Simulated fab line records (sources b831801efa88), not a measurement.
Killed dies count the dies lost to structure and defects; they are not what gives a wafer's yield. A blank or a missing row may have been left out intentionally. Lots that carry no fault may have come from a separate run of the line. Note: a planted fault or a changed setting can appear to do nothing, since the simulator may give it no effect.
The tool behind it: which one? -- flow gf180mcu -- 13 lots with 39 wafers sampled at 5 steps, on a route of 602 steps

## WHAT THE GAUGES READ, wafer by wafer
GF_NWELL_OVL_MEAS_07.
lot,measured,on,NWELL_OVL (nm)
L674,day 3 08:13,overlay-01,1.0 -0.5 -0.1
L675,day 3 15:38,overlay-02,0.5 -2.0 -1.4
L676,day 3 20:13,overlay-02,0.4 -0.6 -1.1
L677,day 4 00:12,overlay-01,2.8 0.9 2.5
L679,day 4 09:20,overlay-02,-1.4 -1.1 -0.3
L680,day 4 16:34,overlay-01,-1.5 -0.4 0.9
L684,day 5 13:22,overlay-02,-2.3 -3.7 -4.2
L686,day 6 00:19,overlay-01,-1.0 0.1 -1.9
L687,day 6 06:16,overlay-02,-4.1 -2.9 -3.0
L690,day 6 21:34,overlay-02,1.1 1.2 3.2
L691,day 7 03:31,overlay-01,1.4 1.9 1.3
L692,day 7 13:56,overlay-02,1.2 0.7 1.5
L695,day 8 09:22,overlay-02,-3.1 -3.3 -3.9

GF_VT_IMPLANT_RS_MEAS_49: uses a four-point probe to measure.
lot,measured,on,MVPSD_RS (ohm/sq)
L674,day 7 13:08,filmMetro-03,1171 1169 1167
L675,day 7 21:11,filmMetro-04,1169 1173 1170
L676,day 8 03:22,filmMetro-01,1169 1169 1169
L677,day 8 10:33,filmMetro-03,1171 1170 1170
L679,day 8 22:13,filmMetro-01,1170 1170 1172
L680,day 9 07:10,filmMetro-01,1171 1168 1165
L684,day 10 10:18,filmMetro-01,1166 1166 1172
L686,day 10 22:52,filmMetro-01,- - -
L687,day 11 05:37,filmMetro-03,- - -
L690,day 12 01:02,filmMetro-01,1172 1169 1171
L691,day 12 10:46,filmMetro-03,1164 1164 1164
L692,day 12 22:20,filmMetro-03,1168 1170 1171
L695,day 13 20:25,filmMetro-01,1176 1170 1174

## WHICH TOOL RAN EACH LOT (tool, then ch and the chambers of the sampled wafers, then the start)
lot,GF_MVSD_STRIP_10,GF_MVPSD_IMPLANT_09,GF_MVPSD_STRIP_10
L674,"plasmaAsher-02 ch 0,1, day 4 10:28","implanter-04 ch 0, day 5 00:38","plasmaAsher-02 ch 0,1, day 5 00:47"
L675,"plasmaAsher-02 ch 0,1, day 4 18:38","implanter-02 ch 0, day 5 09:04","plasmaAsher-02 ch 0,1, day 5 09:13"
L676,"plasmaAsher-02 ch 0,1, day 4 22:54","implanter-02 ch 0, day 5 12:47","plasmaAsher-04 ch 0, day 5 12:56"
L677,"plasmaAsher-02 ch 0,1, day 5 04:29","implanter-01 ch 0, day 5 18:39","plasmaAsher-03 ch 0,1, day 5 18:46"
L679,"plasmaAsher-01 ch 0,1, day 5 14:19","implanter-02 ch 0, day 6 05:12","plasmaAsher-02 ch 0,1, day 6 05:21"
L680,"plasmaAsher-01 ch 0,1, day 5 21:35","implanter-02 ch 0, day 6 12:56","plasmaAsher-02 ch 0,1, day 6 13:05"
L684,"plasmaAsher-03 ch 0,1, day 6 19:39","implanter-01 ch 0, day 7 11:33","plasmaAsher-04 ch 0,1, day 7 11:42"
L686,"plasmaAsher-03 ch 0,1, day 7 07:32","implanter-01 ch 0, day 7 23:53","plasmaAsher-04 ch 0,1, day 8 00:02"
L687,"plasmaAsher-03 ch 0,1, day 7 13:11","implanter-01 ch 0, day 8 05:16","plasmaAsher-02 ch 0,1, day 8 05:25"
L690,"plasmaAsher-01 ch 0,1, day 8 05:38","implanter-04 ch 0, day 8 23:04","plasmaAsher-03 ch 0,1, day 8 23:13"
L691,"plasmaAsher-02 ch 0,1, day 8 13:15","implanter-04 ch 0, day 9 06:37","plasmaAsher-02 ch 0,1, day 9 06:45"
L692,"plasmaAsher-02 ch 0,1, day 9 00:14","implanter-02 ch 0, day 9 17:58","plasmaAsher-03 ch 0,1, day 9 18:07"
L695,"plasmaAsher-03 ch 0,1, day 9 21:10","implanter-04 ch 0, day 10 14:06","plasmaAsher-03 ch 0, day 10 14:14"
- GF_MVSD_STRIP_10: strips in O2/N2.
- GF_MVPSD_IMPLANT_09
- GF_MVPSD_STRIP_10: strips in O2/N2.

## WHAT THE TOOLS THEMSELVES READ (means of the sampled wafers that have a number; where no wafer has one, the mark that the record gives instead)
GF_MVSD_STRIP_10.
lot,tool,drypumpMotorCurrentA (A),heaterPowerW (W),oesProductAu (a.u.),stripTimeToEndpointS (s)
L674,plasmaAsher-02,6.01,357,0.722,37.03
L675,plasmaAsher-02,6.01,362,0.717,36.82
L676,plasmaAsher-02,6.02,358,0.720,36.99
L677,plasmaAsher-02,5.91,340,0.722,37.17
L679,plasmaAsher-01,5.86,335,0.722,37.00
L680,plasmaAsher-01,5.72,337,0.726,36.92
L684,plasmaAsher-03,5.67,329,0.723,37.09
L686,plasmaAsher-03,5.74,332,0.725,37.05
L687,plasmaAsher-03,5.75,340,0.722,36.92
L690,plasmaAsher-01,5.85,338,0.722,36.90
L691,plasmaAsher-02,6.03,355,0.719,37.12
L692,plasmaAsher-02,5.91,341,0.726,37.04
L695,plasmaAsher-03,5.75,334,0.722,37.05

GF_MVPSD_IMPLANT_09.
lot,tool,tiltDeg (degrees)
L674,implanter-04,-0.013
L675,implanter-02,-0.014
L676,implanter-02,0.015
L677,implanter-01,0.002
L679,implanter-02,0.003
L680,implanter-02,-0.011
L684,implanter-01,-0.026
L686,implanter-01,9.703
L687,implanter-01,9.697
L690,implanter-04,-0.019
L691,implanter-04,0.016
L692,implanter-02,-0.031
L695,implanter-04,-0.036

GF_MVPSD_STRIP_10.
lot,tool,drypumpMotorCurrentA (A),heaterPowerW (W),oesProductAu (a.u.),stripTimeToEndpointS (s)
L674,plasmaAsher-02,5.91,338,0.720,37.15
L675,plasmaAsher-02,6.02,360,0.725,36.85
L676,plasmaAsher-04,5.94,366,0.719,36.94
L677,plasmaAsher-03,5.77,339,0.720,36.87
L679,plasmaAsher-02,5.91,341,0.719,36.94
L680,plasmaAsher-02,5.91,340,0.724,36.93
L684,plasmaAsher-04,5.81,358,0.720,36.91
L686,plasmaAsher-04,5.79,358,0.727,37.08
L687,plasmaAsher-02,5.92,341,0.717,37.02
L690,plasmaAsher-03,5.72,328,0.718,37.21
L691,plasmaAsher-02,6.00,352,0.725,37.07
L692,plasmaAsher-03,5.67,327,0.727,36.93
L695,plasmaAsher-03,5.85,343,0.722,37.00

## THE ANSWER, worked out from the rows above alone
Rule: the usual values come from the lots themselves. Put in order of their means at a reading, lots are off if they are a third of the lots or fewer, leave a main group of 4 or more, and stand apart from it by a gap of 3 or more times the standard deviation of the main group's means; of several such gaps the widest counts. A main group is skipped when, at the precision printed for the reading in the tables above, its means are all equal. A lot without any number at a reading at which 4 lots or more have one is off too. All remaining lots with rows at the step are treated as sound. After the gauges, taken in route order, come the tools' own readings; for these a lot's mean is taken, as printed above. At the first step where some lot is off, the reading lying furthest off is the one used; lots without a number count as furthest.
Off: L686, L687, seen at GF_VT_IMPLANT_RS_MEAS_49 (MVPSD_RS). Without a number there: L686, L687. For the main group the mean is 1169 ohm/sq and the standard deviation 2.2.
A tool fits if, at a process step before that reading, it ran every lot that is off, and no sound lot after the first of them. Not tried: the gauges at GF_VT_IMPLANT_RS_MEAS_49; whatever is off there is also off at GF_MVPSD_IMPLANT_09, on other tools, and gauge error can't account for it. One fits: GF_MVPSD_IMPLANT_09 on implanter-01. A fault onset in the window from L684 (day 7 11:33, its last sound lot) to L686 (day 7 23:53, its first lot off) fits.
The tool's own readings at GF_MVPSD_IMPLANT_09 bear it out: on the lots that are off they differ by more than 5 times the standard deviation of the sound lots' means. tiltDeg reads 9.700 degrees there against -0.010 degrees on the sound lots.

## WHAT THE SIMULATOR HAD INSERTED
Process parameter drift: implanter-01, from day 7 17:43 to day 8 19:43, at GF_MVPSD_IMPLANT_09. From 0, the setting tiltDeg moved by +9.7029. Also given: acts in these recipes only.
Shown lots that were struck: L686, L687. The rule given above showed the same thing.
